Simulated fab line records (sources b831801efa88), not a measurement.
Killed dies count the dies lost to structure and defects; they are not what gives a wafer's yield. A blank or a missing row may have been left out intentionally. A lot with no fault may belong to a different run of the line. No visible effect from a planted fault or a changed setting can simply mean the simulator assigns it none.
The same fault as seen by 2 desks / flow sky130 / each desk has only its own numbers; what lay behind them comes last

## FROM THE METROLOGY DESK
What the gauges read, lot by lot, whatever tool the lot ran on: means of the sampled wafers that have a number. A lot is out of limits, marked OUT, if its mean lies more than 4 standard deviations from the usual mean; the brackets give that distance.
Columns: A = LDD_LDN_TW at SKY_LDD_LDN_TW_MEAS_13, usual 1484; B = LOCAL_INTERCONNECT_TIN_RS at SKY_LOCAL_INTERCONNECT_RS_MEAS_01, usual 14.12 ohm/sq; C = METAL1_ALCU_THK at SKY_METAL1_THK_MEAS_06, usual 251 nm
lot=L325; first seen here=day 22 18:07; A=1502; B=14.15; C=248
lot=L330; first seen here=day 25 10:48; A=1477; B=13.98; C=253
lot=L331; first seen here=day 25 12:38; A=1481; B=14.13; C=256
lot=L335; first seen here=day 27 02:13; A=1534 (+4.5) OUT; B=14.04; C=251
lot=L336; first seen here=day 27 21:39; A=1484; B=14.43; C=250
lot=L337; first seen here=day 27 23:34; A=1540 (+5.1) OUT; B=14.22; C=247
lot=L343; first seen here=day 29 10:10; A=1475; B=14.10; C=256
lot=L342; first seen here=day 29 11:42; A=1510; B=14.12; C=250
lot=L344; first seen here=day 29 15:04; A=1472; B=14.08; C=248
lot=L345; first seen here=day 30 17:43; A=1472; B=14.09; C=249
lot=L347; first seen here=day 30 19:41; A=1488; B=13.90; C=248
lot=L348; first seen here=day 31 03:10; A=1482; B=14.22; C=249
This desk's finding: out of limits on L335, L337; first on L335, day 27 02:13 (LDD_LDN_TW at SKY_LDD_LDN_TW_MEAS_13). Within limits: L325, L330, L331, L336, L343, L342, L344, L345, L347, L348.

## THE TOOL OWNER'S DESK: implanter-01
SKY_LDD_LDN_IMPLANT_11, tool's own readings: per-lot mean of the sampled wafers with a number, covering each lot this tool ran. A lot is out of limits, marked OUT, if its mean lies more than 4 standard deviations from the usual mean; the brackets give that distance.
Columns: A = beam on s at SKY_LDD_LDN_IMPLANT_11, usual 10.00 s; B = dose ions cm2 at SKY_LDD_LDN_IMPLANT_11, usual 1.2499e+13; C = faraday current uA at SKY_LDD_LDN_IMPLANT_11, usual 70.5
lot=L325; first seen here=day 22 17:54; A=10.02; B=1.2497e+13; C=70.3
lot=L330; first seen here=day 25 10:33; A=10.00; B=1.2485e+13; C=70.4
lot=L331; first seen here=day 25 12:23; A=10.18; B=1.2511e+13; C=69.4
lot=L335; first seen here=day 27 01:59; A=9.98; B=1.8838e+13 (+99 or more) OUT; C=106.9 (+30) OUT
lot=L337; first seen here=day 27 23:21; A=10.10; B=1.8832e+13 (+99 or more) OUT; C=105.2 (+29) OUT
lot=L345; first seen here=day 30 17:29; A=10.10; B=1.2514e+13; C=70.0
lot=L347; first seen here=day 30 19:28; A=10.08; B=1.2503e+13; C=70.1
lot=L348; first seen here=day 31 02:56; A=10.11; B=1.2518e+13; C=69.7
Finding of this desk: L335, L337 out of limits; the first was L335 at day 27 01:59, on dose ions cm2 at SKY_LDD_LDN_IMPLANT_11. Within limits: L325, L330, L331, L345, L347, L348.

## BROUGHT TOGETHER
The tool owner's desk could have raised an alarm at day 27 01:59, on L335, L337.
L335, L337 would have let the metrology desk raise an alarm at day 27 02:13.
On implanter-01, each named lot ran SKY_LDD_LDN_IMPLANT_11.

## WHAT THE SIMULATOR HAD INSERTED
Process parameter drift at SKY_LDD_LDN_IMPLANT_11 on implanter-01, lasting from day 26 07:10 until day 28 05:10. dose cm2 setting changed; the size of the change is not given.
Shown lots that were struck: L335, L337.
Hours from the fault's start to each desk's first reading out of limits: the tool owner's desk, 19; the metrology desk, 19.
